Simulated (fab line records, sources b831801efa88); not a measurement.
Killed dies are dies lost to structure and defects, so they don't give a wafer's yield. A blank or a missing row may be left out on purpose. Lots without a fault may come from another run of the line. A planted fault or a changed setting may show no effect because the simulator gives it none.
Which tool did it? | flow sky130 | 6 lots, 18 wafers sampled, at 3 steps of a route of 708

WHAT THE GAUGES READ, wafer by wafer
SKY_SD_N_CD_MEAS_07: target cd 380 nm.
lot  | measured     | on        | cd_nm (nm)
L851 | day 29 02:05 | cd_sem-02 | 377.8 379.5 379.2
L853 | day 29 21:35 | cd_sem-01 | 385.0 383.1 384.8
L857 | day 31 12:19 | cd_sem-02 | - - -
L865 | day 33 15:17 | cd_sem-01 | 379.3 380.2 381.4
L867 | day 34 12:59 | cd_sem-01 | 381.4 383.7 382.8
L870 | day 35 04:33 | cd_sem-02 | 379.8 380.1 382.2

WHICH TOOL RAN EACH LOT (tool, then ch and the chambers of the sampled wafers, then the start)
lot  | SKY_LDD_LDN_STRIP_12                 | SKY_SD_N_COAT_02
L851 | plasma_asher-03 ch 0, day 24 06:52   | litho_track-01 ch 0, day 28 12:14
L853 | plasma_asher-01 ch 0,1, day 25 02:25 | litho_track-04 ch 0, day 29 07:26
L857 | plasma_asher-03 ch 0,1, day 26 17:39 | litho_track-04, day 30 23:05
L865 | plasma_asher-04 ch 0,1, day 28 23:25 | litho_track-04 ch 0, day 33 00:50
L867 | plasma_asher-04 ch 0,1, day 29 20:28 | litho_track-04 ch 0, day 33 23:23
L870 | plasma_asher-03 ch 0,1, day 30 18:16 | litho_track-03 ch 0, day 34 16:07
- SKY_LDD_LDN_STRIP_12: strips in O2/N2.
- SKY_SD_N_COAT_02: resist thk 1140 nm.

THE ANSWER, worked out from the rows above alone
Rule: what is usual is taken from the lots themselves. Put in order of their means at a reading, lots are off if they are a third of the lots or fewer, leave a main group of 4 or more, and stand apart from it by a gap of 3 or more times the standard deviation of the main group's means; of several such gaps the widest counts. A main group whose means are all the same, to the digits that the tables above print for the reading, isn't used. A lot without any number at a reading at which 4 lots or more have one is off too. The other lots that the step has rows for count as sound.
Off: L857, at SKY_SD_N_CD_MEAS_07 (cd_nm). Without a number there: L857. The main group: mean 381.4 nm, standard deviation 1.9.
A tool fits if, at a process step before that reading, it ran every lot that is off, and no sound lot after the first of them. The gauges at SKY_SD_N_CD_MEAS_07 are tried like those tools. None of those tried fits.

WHAT THE SIMULATOR HAD PUT IN
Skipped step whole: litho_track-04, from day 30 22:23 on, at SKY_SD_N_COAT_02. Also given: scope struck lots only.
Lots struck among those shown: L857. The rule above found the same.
